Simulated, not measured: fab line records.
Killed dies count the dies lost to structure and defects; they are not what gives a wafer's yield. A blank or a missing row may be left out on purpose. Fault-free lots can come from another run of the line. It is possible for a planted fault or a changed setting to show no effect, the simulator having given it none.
A lot that was struck, set against a sound lot / flow sky130 / 16 steps out of a route of 708
Sound: the wafers L270.2, L270.4, L270.5. Struck: wafer L258.4; the same lot's L258.3 was not struck, so it is left out; see the end for the cause.
For every step that has rows: the tool of each side, followed by ch and its chambers, followed by its first start. Under that, the readings that differ: sound wafers / struck wafers / difference of the means / sigmas: that difference in standard deviations of wafers without a fault.
alike: readings with means less than 2 such deviations apart, plus words and numbers identical on both sides. not compared: withheld readings, readings lacking a value on some wafer, bounds such as >300 that could conceal the same value, and numbers that have no deviation in the record and whose values overlap.
The two part at a step that has a row with sigmas, a row that says differs or no value, or rows on one side only. Numbers that don't overlap but have no deviation are shown without sigmas and don't part them. A reading missing from all wafers of one side parts the sides only when that side holds two or more wafers.

SKY_VIA3_BOW_MEAS_03:
  struck on filmMetro-03, day 41 06:14; sound on filmMetro-02, day 44 08:20
  alike: VIA3_BOW
then, 8 steps without rows for these wafers: SKY_VIA3_DEHYDRATE_04 (time 60 s); SKY_VIA3_HMDS_05 (prime time 60 s); SKY_VIA3_COAT_06 (resist thk 60 nm); SKY_VIA3_COAT_07 (resist thk 450 nm); SKY_VIA3_SOFTBAKE_08 (time 90 s); SKY_VIA3_EXPOSE_09 (exposes mask VIM3, target cd 200 nm); SKY_VIA3_PEB_10; SKY_VIA3_DEVELOP_11 (develop time 60 s).
SKY_VIA3_CD_MEAS_12: the cd target is 200 nm.
  struck on cdSem-02, day 42 06:24; sound on cdSem-01, day 45 06:20
  alike: cdNm
SKY_VIA3_OVL_MEAS_13:
  struck on overlay-01, day 42 06:30; sound on overlay-01, day 45 06:27
  alike: VIA3_OVL
SKY_VIA3_ETCH_14: etches BARC in N2/H2, stops on SiO2, time 45.9 s, target depth 60 nm.
  sound on rieDiel-02 ch 1,2, day 45 06:29; struck on rieDiel-04 ch 0, day 42 06:31
  alike: drypumpMotorCurrentA, oesProductAu, runLengthS, throttleValvePct
  not compared: rfHoursCounterH
SKY_VIA3_ETCH_15: etches SiO2 in C4F8/O2/Ar, stops on TiN, target depth 507 nm, time 78 s.
  sound on rieDiel-02 ch 1,2, day 45 06:31; struck on rieDiel-04 ch 0, day 42 06:34
reading=oesProductAu (a.u.); sound=0.947 0.941 0.946; struck=1.003; difference=+0.058; sigmas=+12
reading=runLengthS (s); sound=106.7 106.8 106.5; struck=97.2; difference=-9.5; sigmas=-19
reading=model.VIA3.featureDepthNm (nm); sound=464.9 464.2 465.8; struck=446.4; difference=-18.6; sigmas=
reading=model.etch.depthNm (nm); sound=464.9 464.2 465.8; struck=446.4; difference=-18.6; sigmas=
reading=model.KrF-thick_of_VIA3_COAT_07.thkNm (nm); sound=291.2 293.2 293.5; struck=304; difference=+11; sigmas=
  not compared: rfHoursCounterH
SKY_VIA3_STRIP_16: strips in O2/N2.
  sound on plasmaAsher-04 ch 0,1, day 45 06:35; struck on plasmaAsher-04 ch 0, day 42 06:40
reading=stripTimeToEndpointS (s); sound=4.124 4.142 4.137; struck=4.247; difference=+0.113; sigmas=+7
  alike: drypumpMotorCurrentA, oesProductAu
  not compared: rfHoursCounterH
then, 1 step without rows for these wafers: SKY_VIA3_STRIP_17 (strips in post etch residue remover, time 1200 s).
-- the record jumps here: 6 days lie between the struck wafers' starts before and after (it left off in module VIA3 and takes up again in module PAD_OPEN, whose first step shown is number 708 of the route) --
SKY_PAD_OPEN_PROBE_99:
  struck on prober-01, day 48 00:59; sound on prober-02, day 50 10:44
reading=model.etest.tester.sortNPass; sound=405 425 400; struck=354; difference=-56; sigmas=
reading=model.etest.tester.sortYieldPct (%); sound=82.32 86.38 81.3; struck=71.95; difference=-11.38; sigmas=
reading=model.etest.tester.sort_bin_5_pct (%); sound=10.16 7.724 10.37; struck=21.95; difference=+12.53; sigmas=
reading=model.etest.via3Chain.rcOhm; sound=9.577 10.29 9.491; struck=14.44; difference=+4.65; sigmas=
reading=model.etest.tester.sort_bin_8_pct (%); sound=0 0 0; struck=3.304e-06; difference=+3.304e-06; sigmas=
  alike: defectLimitedYield, killed_at_M0_to_M3, killed_at_M4_up, killedAtContacts, killedAtFrontEnd, killedAtOther, killedDies, killedOpen, killedShort

WHERE THEY PART
Last at SKY_VIA3_STRIP_16 as far as this record goes, first at SKY_VIA3_ETCH_15. Later steps at which nothing parts them and some readings are alike: SKY_PAD_OPEN_PROBE_99.

WHY: what had been put in by the simulator
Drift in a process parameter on rieDiel-04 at SKY_VIA3_ETCH_15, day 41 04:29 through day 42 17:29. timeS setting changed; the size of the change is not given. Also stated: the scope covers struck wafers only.
